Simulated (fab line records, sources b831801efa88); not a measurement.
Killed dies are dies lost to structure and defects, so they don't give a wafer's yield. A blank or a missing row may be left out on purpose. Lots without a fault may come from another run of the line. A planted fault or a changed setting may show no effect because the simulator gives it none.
One fault seen from 2 desks | flow sky130 | each desk has only its own numbers; what lay behind them comes last

THE TOOL OWNER'S DESK: litho_track-01
The tool's own readings at SKY_CONTACT_COAT_08 (resist thk 60 nm): means of the sampled wafers that have a number, for each lot that ran on this tool. A lot is out of limits, marked OUT, if its mean lies more than 4 standard deviations from the usual mean; the brackets give that distance.
Columns: A = exhaust_pa at SKY_CONTACT_COAT_08, usual 44.9 Pa; B = spin_speed_rpm at SKY_CONTACT_COAT_08, usual 2999.8 rpm
lot  | first seen here | A    | B
L298 | day 31 14:04    | 44.3 | 2998.9
L306 | day 34 06:59    | 45.3 | 2999.2
L314 | day 36 12:50    | 45.6 | 2268.5 (-99 or more) OUT
L315 | day 37 01:37    | 45.3 | 2268.8 (-99 or more) OUT
This desk's finding: out of limits on L314, L315; first on L314, day 36 12:50 (spin_speed_rpm at SKY_CONTACT_COAT_08). In limits: L298, L306.

THE METROLOGY DESK
What the gauges read, lot by lot, whatever tool the lot ran on: means of the sampled wafers that have a number. A lot is out of limits, marked OUT, if its mean lies more than 4 standard deviations from the usual mean; the brackets give that distance.
Columns: A = LDD_LDN_OVL at SKY_LDD_LDN_OVL_MEAS_07, usual 1.4 nm
lot  | first seen here | A
L298 | day 23 08:55    | 1.8
L302 | day 25 07:04    | 1.0
L303 | day 25 15:46    | 1.3
L306 | day 26 11:24    | 0.3
L309 | day 27 11:28    | 1.5
L314 | day 28 22:34    | 2.4
L315 | day 29 08:56    | 1.3
L316 | day 29 16:47    | 2.1
L317 | day 29 19:44    | 1.7
L318 | day 30 08:49    | 2.5
L319 | day 30 12:22    | -2.0
This desk's finding: nothing out of limits on any of the 11 lots.

PUT TOGETHER
The tool owner's desk could have raised an alarm at day 36 12:50, on L314, L315.
The metrology desk saw nothing out of limits.
The metrology desk has L314, L315 on record, within its limits.
Of the lots named, all ran SKY_CONTACT_COAT_08 on litho_track-01.

WHAT THE SIMULATOR HAD PUT IN
Process parameter drift: litho_track-01, from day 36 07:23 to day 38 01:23, at SKY_CONTACT_COAT_08. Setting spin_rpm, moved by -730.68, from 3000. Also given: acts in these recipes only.
Lots struck among those shown: L314, L315.
Hours from the fault's start to each desk's first reading out of limits: the tool owner's desk, 5.
